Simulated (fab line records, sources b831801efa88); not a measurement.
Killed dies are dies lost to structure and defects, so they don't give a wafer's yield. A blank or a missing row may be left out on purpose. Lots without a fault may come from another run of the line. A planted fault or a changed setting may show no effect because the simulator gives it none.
Split-lot experiment | flow sky130 | 5 lots, 23 wafers read, on a route of 708 steps

THE SPLIT
At SKY_VIA3_CVD_21 (deposits W, target thk 390 nm, time 117.31 s), the setting pressure_torr was moved away from the recipe's 40 Torr on 15 of the 23 wafers read, by -9.5% to -5.7%. The other wafers ran this setting at the recipe's value.

The file shows no step between the split and the reading.

THE READING
VIA3_W_RS, in ohm/sq, at SKY_VIA3_RS_MEAS_22 (measures by four-point-probe). Fault-free wafers of this fab line usually give 0.2937 ohm/sq, standard deviation 0.0027 ohm/sq.

wafer  | tool, chamber at the split | pressure_torr as run, Torr | against the recipe | VIA3_W_RS, ohm/sq | against lot-mates on the recipe
L076.1 | cvd_w-02, 1                | 36.44                      | -8.9%              | 0.3077            | no lot-mate on the recipe
L076.2 | cvd_w-02, 0                | 36.44                      | -8.9%              | 0.3098            | no lot-mate on the recipe
L076.3 | cvd_w-02, 0                | 36.44                      | -8.9%              | 0.3130            | no lot-mate on the recipe
L076.5 | cvd_w-02, 0                | 36.44                      | -8.9%              | 0.3122            | no lot-mate on the recipe
L076.6 | cvd_w-02, 1                | 36.44                      | -8.9%              | 0.3111            | no lot-mate on the recipe
L080.1 | cvd_w-02, 1                | 37.7                       | -5.7%              | 0.3014            | no lot-mate on the recipe
L080.3 | cvd_w-02, 0                | 37.7                       | -5.7%              | 0.3027            | no lot-mate on the recipe
L080.4 | cvd_w-02, 1                | 37.7                       | -5.7%              | 0.3013            | no lot-mate on the recipe
L080.5 | cvd_w-02, 1                | 37.7                       | -5.7%              | 0.3041            | no lot-mate on the recipe
L080.6 | cvd_w-02, 0                | 37.7                       | -5.7%              | 0.2993            | no lot-mate on the recipe
L082.1 | cvd_w-01, 1                | 40                         | recipe             | 0.2907            | -
L082.2 | cvd_w-01, 0                | 40                         | recipe             | 0.2947            | -
L082.3 | cvd_w-01, 0                | 40                         | recipe             | 0.2923            | -
L082.5 | cvd_w-01, 0                | 40                         | recipe             | 0.2935            | -
L082.6 | cvd_w-01, 1                | 40                         | recipe             | 0.2891            | -
L083.4 | cvd_w-02, 0                | 40                         | recipe             | 0.2910            | -
L083.5 | cvd_w-02, 0                | 40                         | recipe             | 0.2955            | -
L083.6 | cvd_w-02, 0                | 40                         | recipe             | 0.2922            | -
L085.2 | cvd_w-02, 0                | 36.2                       | -9.5%              | 0.3079            | no lot-mate on the recipe
L085.3 | cvd_w-02, 1                | 36.2                       | -9.5%              | 0.3149            | no lot-mate on the recipe
L085.4 | cvd_w-02, 0                | 36.2                       | -9.5%              | 0.3073            | no lot-mate on the recipe
L085.5 | cvd_w-02, 0                | 36.2                       | -9.5%              | 0.3087            | no lot-mate on the recipe
L085.6 | cvd_w-02, 1                | 36.2                       | -9.5%              | 0.3107            | no lot-mate on the recipe

THE FIT
A straight line over all 23 wafers: VIA3_W_RS changes by -0.00193 ohm/sq for each +1% of pressure_torr; r = -0.96; the points scatter about the line by 0.0024 ohm/sq.
Too few moved wafers have a lot-mate on the recipe to fit a line with each lot's own level taken away.

THE WHOLE CHAIN: every reading that the file lists as answering this split, in the file's order
step                | what it does                                 | reading                                                                  | change (the file's fit)              | r (the file's)
SKY_VIA3_CVD_21     | deposits W, target thk 390 nm, time 117.31 s | W_of_VIA3_CVD_21.thk_nm (the simulator's own value, which no gauge read) | +2.4 nm for each +1% of the setting  | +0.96
SKY_VIA3_RS_MEAS_22 | measures by four-point-probe                 | VIA3_W_RS                                                                | -0.00193 for each +1% of the setting | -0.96

THE FILE'S OWN FIT
VIA3_W_RS changes by -0.00193 ohm/sq for each +1% of pressure_torr, r = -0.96.
